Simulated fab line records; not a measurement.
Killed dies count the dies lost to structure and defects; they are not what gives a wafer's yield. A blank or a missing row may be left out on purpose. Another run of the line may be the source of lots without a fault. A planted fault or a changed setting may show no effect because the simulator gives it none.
A lot that was struck, set against a sound lot | flow sky130 | 19 out of 708 route steps
Sound: these wafers, L451.1, L451.2, L451.6. Wafers struck: L461.2, L461.3, L461.5. The cause is given at the end.
For every step that has rows: the tool of each side, followed by ch and its chambers, followed by its first start. Under that, the readings that differ: sound wafers | struck wafers | difference of the means | sigmas: that difference in standard deviations of wafers without a fault.
alike: readings with means less than 2 such deviations apart, plus words and numbers identical on both sides. not compared: withheld readings, readings lacking a value on some wafer, bounds such as >300 that could conceal the same value, and numbers that have no deviation in the record and whose values overlap.
A row with sigmas, a row that says differs or no value, or rows on one side alone: a step with any of these is where the two part. Numbers that have no deviation but don't overlap get no sigmas and don't part them. A reading missing from all wafers of one side parts the sides only when that side holds two or more wafers.

first, 4 steps without rows for these wafers: SKY_METAL1_STRIP_21 (strips in post etch residue remover, time 1200 s); SKY_METAL1_CLEAN_22 (cleans in IPA, time 180 s); SKY_METAL1_CLEAN_23 (cleans in O3/DIW); SKY_VIA1_HDPCVD_00 (deposits SiO2, target thk 1030 nm, time 171.7 s).
SKY_VIA1_THK_MEAS_01:
  sound on film metro-02 at day 34 23:21; struck on film metro-02 at day 38 13:38
  alike: VIA1_HDPCVD_THK
SKY_VIA1_CMP_02: polishes SiO2.
  sound on cmp-01 ch 0,1, day 34 23:25; struck on cmp-02 ch 1,2,3, day 38 13:41
  alike: motor current A
SKY_VIA1_BOW_MEAS_03:
  sound on film metro-03 at day 34 23:43; struck on film metro-03 at day 38 14:01
  alike: VIA1_BOW
then, 5 steps without rows for these wafers: SKY_VIA1_DEHYDRATE_04 (time 60 s); SKY_VIA1_HMDS_05 (prime time 60 s); SKY_VIA1_COAT_06 (resist thk 60 nm); SKY_VIA1_COAT_07 (resist thk 450 nm); SKY_VIA1_SOFTBAKE_08 (time 90 s).
SKY_VIA1_EXPOSE_09: exposes mask VIM, target cd 150 nm.
  sound on krf scanner-01 ch 0, day 35 12:40; struck on krf scanner-02 ch 0, day 39 02:46
  reading              | sound             | struck            | difference | sigmas
  exposure dose mJ cm2 | 37.78 37.79 37.78 | 41.84 41.86 41.86 | +4.07      | +99 or more
  alike: mask
then, 1 step without rows for these wafers: SKY_VIA1_PEB_10.
SKY_VIA1_DEVELOP_11: develop time 60 s.
  sound: litho track-03 ch 0; struck: litho track-02 ch 0
  alike: resist line temp C
  not compared: model.VIA1.cd nm
SKY_VIA1_CD_MEAS_12: the cd target is 150 nm.
  sound on cd sem-02 at day 36 01:11; struck on cd sem-02 at day 39 14:34
  reading    | sound             | struck          | difference | sigmas
  cd nm (nm) | 146.8 147.2 147.8 | 91.9 167.5 61.1 | -40.4      | -27
SKY_VIA1_OVL_MEAS_13:
  sound on overlay-02 at day 36 01:18; struck on overlay-02 at day 39 14:40
  alike: VIA1_OVL
SKY_VIA1_ETCH_14: etches BARC in N2/H2, stops on SiO2, time 45.9 s, target depth 60 nm.
  sound on rie diel-01 ch 0,1,3, day 36 01:20; struck on rie diel-04 ch 1,3, day 39 14:42
  alike: drypump motor current A, oes product au, throttle valve pct
  not compared: rf hours counter h, model.VIA1.cd nm
SKY_VIA1_ETCH_15: etches SiO2 in C4F8/O2/Ar, stops on TiN, target depth 351 nm, time 54 s.
  sound on rie diel-01 ch 0,1,3, day 36 01:23; struck on rie diel-04 ch 1,3, day 39 14:44
  alike: oes product au
  not compared: rf hours counter h

## WHERE THEY PART
Last at SKY_VIA1_CD_MEAS_12 as far as this record goes, first at SKY_VIA1_EXPOSE_09. Later steps at which nothing parts them and some readings are alike: SKY_VIA1_OVL_MEAS_13, SKY_VIA1_ETCH_14, SKY_VIA1_ETCH_15.

WHY: the cause the simulator had injected
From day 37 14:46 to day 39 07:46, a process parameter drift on krf scanner-02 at SKY_VIA1_EXPOSE_09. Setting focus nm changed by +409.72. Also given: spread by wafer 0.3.
